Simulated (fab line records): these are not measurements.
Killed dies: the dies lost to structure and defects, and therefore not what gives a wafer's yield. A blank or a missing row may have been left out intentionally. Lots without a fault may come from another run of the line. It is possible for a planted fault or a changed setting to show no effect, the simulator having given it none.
Problem report in the 8D (eight disciplines) form, filled by code || flow gf180mcu || the parts of the form that need people (team, actions taken, sign-off) are left out

== 1. PROBLEM STATEMENT ==
Mean of chamber pressure pa at GF_M3_SPUTTER_00: 1.628 Pa across 6 wafers in 2 lots; on wafers with no fault it is 2.000 Pa (standard deviation 0.0039). That puts it -95 standard deviations away from the usual mean.
The step: material Ti, target thk 37.5 nm, time 150 s.
First observed at day 23 12:26: wafer L138.2, on pvd sputter-04. At this step, 18 wafers from 6 lots have a number in the record. Rule for "out", or "out of limits": more than 4 standard deviations from the usual mean. All remaining wafers that have a number are taken as sound.

== 2. WHAT IT IS, WHAT IT ISN'T ==
{"question": "which readings at this step", "is": "chamber pressure pa", "is not": "-"}
{"question": "which lots", "is": "L138, L140", "is not": "L134, L136, L147, L151"}
{"question": "which wafers of those lots", "is": "all that have a number", "is not": "-"}
{"question": "read on which tools", "is": "pvd sputter-04", "is not": "pvd sputter-02, pvd sputter-03"}
{"question": "when", "is": "from day 23 12:26", "is not": "up to then (6 sound wafers); but 6 sound wafers of L147, L151 came after"}

== 3. WHAT RULES OUT EACH SUSPECT ==
Counting: a tool at a process step up to the reading stays a suspect if it ran every lot that is out and no sound lot after the first of them.
- plasma asher-02 at GF_V2_STRIP_18 (strips in O2/N2): ruled out as a lasting fault. Sound lots L147 ran on it after its first lot that is out, L138 (day 23 11:13).
- pvd sputter-03 at GF_V2_SPUTTER_21 (material Ti, target thk 15 nm, time 80.02 s): kept. It processed each lot that is out, first L138 at day 23 11:45, and no sound lot thereafter; up to then, the last sound lot it processed was L136 at day 23 01:50.
- pvd sputter-03 at GF_V2_SPUTTER_22 (material TiN, target thk 10 nm, time 40 s): kept. It processed each lot that is out, first L138 at day 23 11:49, and no sound lot thereafter; up to then, the last sound lot it processed was L136 at day 23 01:53.
- pvd sputter-04 at GF_M3_SPUTTER_00 (material Ti, target thk 37.5 nm, time 150 s): kept. It processed each lot that is out, first L138 at day 23 12:26, and no sound lot thereafter; up to then, the last sound lot it processed was L136 at day 23 02:50. Its own readings are out on those wafers: chamber pressure pa.
After the count, these remain: pvd sputter-03 at GF_V2_SPUTTER_21, pvd sputter-03 at GF_V2_SPUTTER_22 and pvd sputter-04 at GF_M3_SPUTTER_00.

== 4. THE CAUSE (what the simulator had put in) ==
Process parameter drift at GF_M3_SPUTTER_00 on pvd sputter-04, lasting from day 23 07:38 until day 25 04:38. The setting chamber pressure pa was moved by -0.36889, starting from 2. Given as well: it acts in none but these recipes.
After counting, 3 suspects remain, this tool included.

== 5. THE EFFECT CHAIN, in route order ==
One row per reading whose mean, taken over the struck wafers that have a number, lies over 3 standard deviations from the usual. Scope: only readings with a usual standard deviation given in the record; hours: median across lots of the time from each lot's start at the first step in this table that gives one to its start at this step; sigmas: change in usual standard deviations.
{"hours": 0, "step": "GF_M3_SPUTTER_00", "reading": "chamber pressure pa", "usual": "2.000 Pa", "on struck wafers": 1.628, "change": -0.372, "sigmas": -95}
{"hours": 0, "step": "GF_M3_SPUTTER_00", "reading": "throttle valve pct", "usual": "30.2 %", "on struck wafers": 33.0, "change": "+2.8", "sigmas": "+3.1"}
The process steps in it:
- GF_M3_SPUTTER_00: material Ti, target thk 37.5 nm, time 150 s.

== 6. WHAT WOULD HAVE CAUGHT IT SOONER ==
The fault began at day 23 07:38; the first out-of-limits reading in this record came at day 23 12:26, 5 hours later.
